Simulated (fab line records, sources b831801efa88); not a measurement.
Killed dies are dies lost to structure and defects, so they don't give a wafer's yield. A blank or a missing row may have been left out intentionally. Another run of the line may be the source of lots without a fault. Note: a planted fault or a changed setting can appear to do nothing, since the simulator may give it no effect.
Which tool did it? | flow sky130 | 14 lots with 42 wafers sampled at 2 steps, on a route of 708 steps

== WHAT THE GAUGES READ, wafer by wafer ==
Not one reading of a measure or inspect step in the record can be checked against a usual standard deviation.

== TOOL THAT RAN EACH LOT (tool first, then ch and the chambers of the sampled wafers, then the start) ==
lot  | SKY_METAL2_SPUTTER_01       | SKY_PAD_OPEN_PROBE_99
L859 | pvdSputter-01, day 34 06:46 | -
L860 | pvdSputter-01, day 34 18:50 | -
L861 | pvdSputter-03, day 34 19:11 | -
L862 | pvdSputter-02, day 34 23:40 | -
L864 | pvdSputter-03, day 35 14:29 | -
L865 | pvdSputter-01, day 36 06:49 | -
L866 | pvdSputter-01, day 36 09:29 | -
L867 | pvdSputter-02, day 36 15:52 | -
L868 | pvdSputter-02, day 36 23:35 | -
L869 | pvdSputter-03, day 37 07:29 | -
L870 | pvdSputter-01, day 37 20:49 | -
L873 | pvdSputter-03, day 38 10:10 | prober-02, day 49 03:12
L876 | pvdSputter-03, day 39 11:55 | prober-01, day 49 22:24
L880 | pvdSputter-02, day 40 10:38 | -
- SKY_METAL2_SPUTTER_01: material TiN, target thk 20 nm, time 16.7 s.
- SKY_PAD_OPEN_PROBE_99

== AS READ BY THE TOOLS THEMSELVES (means over the sampled wafers that have a number; for cases with no such wafer, the mark the record gives instead) ==
SKY_METAL2_SPUTTER_01.
lot  | tool          | cathodeDcPowerW (W) | throttleValvePct (%)
L859 | pvdSputter-01 | 6591.6              | 29.8
L860 | pvdSputter-01 | 6592.0              | 29.8
L861 | pvdSputter-03 | 6590.2              | 29.7
L862 | pvdSputter-02 | 6590.7              | 29.7
L864 | pvdSputter-03 | 6590.4              | 30.4
L865 | pvdSputter-01 | 6590.8              | 29.8
L866 | pvdSputter-01 | 6591.3              | 30.6
L867 | pvdSputter-02 | 6590.4              | 29.4
L868 | pvdSputter-02 | 6591.7              | 29.8
L869 | pvdSputter-03 | 6590.1              | 29.7
L870 | pvdSputter-01 | 6590.2              | 28.8
L873 | pvdSputter-03 | 6590.4              | 31.3
L876 | pvdSputter-03 | 6591.3              | 29.9
L880 | pvdSputter-02 | 6589.2              | 29.3

SKY_PAD_OPEN_PROBE_99.
lot  | tool      | defectLimitedYield (%) | killed_at_M0_to_M3 | killed_at_M4_up | killedAtContacts | killedAtFrontEnd | killedAtOther | killedDies | killedOpen | killedShort | sort_bin_3_pad_short (%) | sort_bin_5_function (%) | sort_bin_6_memory (%) | sortNPass | sortYieldPct (%)
L873 | prober-02 | 73.1                   | 88                 | 4.0             | 22               | 18               | 0.7           | 132        | 47         | 41          | 1.8                      | 18.3                    | 6.8                   | 360       | 73.1
L876 | prober-01 | 76.7                   | 71                 | 3.3             | 24               | 16               | 0.0           | 115        | 45         | 33          | 2.1                      | 14.3                    | 6.9                   | 377       | 76.7

== THE ANSWER, worked out from the rows above alone ==
Rule: the lots themselves supply what counts as usual. Put in order of their means at a reading, lots are off if they are a third of the lots or fewer, leave a main group of 4 or more, and stand apart from it by a gap of 3 or more times the standard deviation of the main group's means; of several such gaps the widest counts. If all means in a main group match to the digits the tables above print for the reading, that group is not used. Also off: a lot with no number at a reading for which 4 or more lots have one. All remaining lots with rows at the step are treated as sound. First the gauges in route order, then the tools' own readings, where a lot's mean is used as printed above. At the first step where some lot is off, the reading lying furthest off is the one used; lots without a number count as furthest.
No lot is off on any of the readings shown, so nothing can be concluded from this.

== WHAT WAS PUT IN BY THE SIMULATOR ==
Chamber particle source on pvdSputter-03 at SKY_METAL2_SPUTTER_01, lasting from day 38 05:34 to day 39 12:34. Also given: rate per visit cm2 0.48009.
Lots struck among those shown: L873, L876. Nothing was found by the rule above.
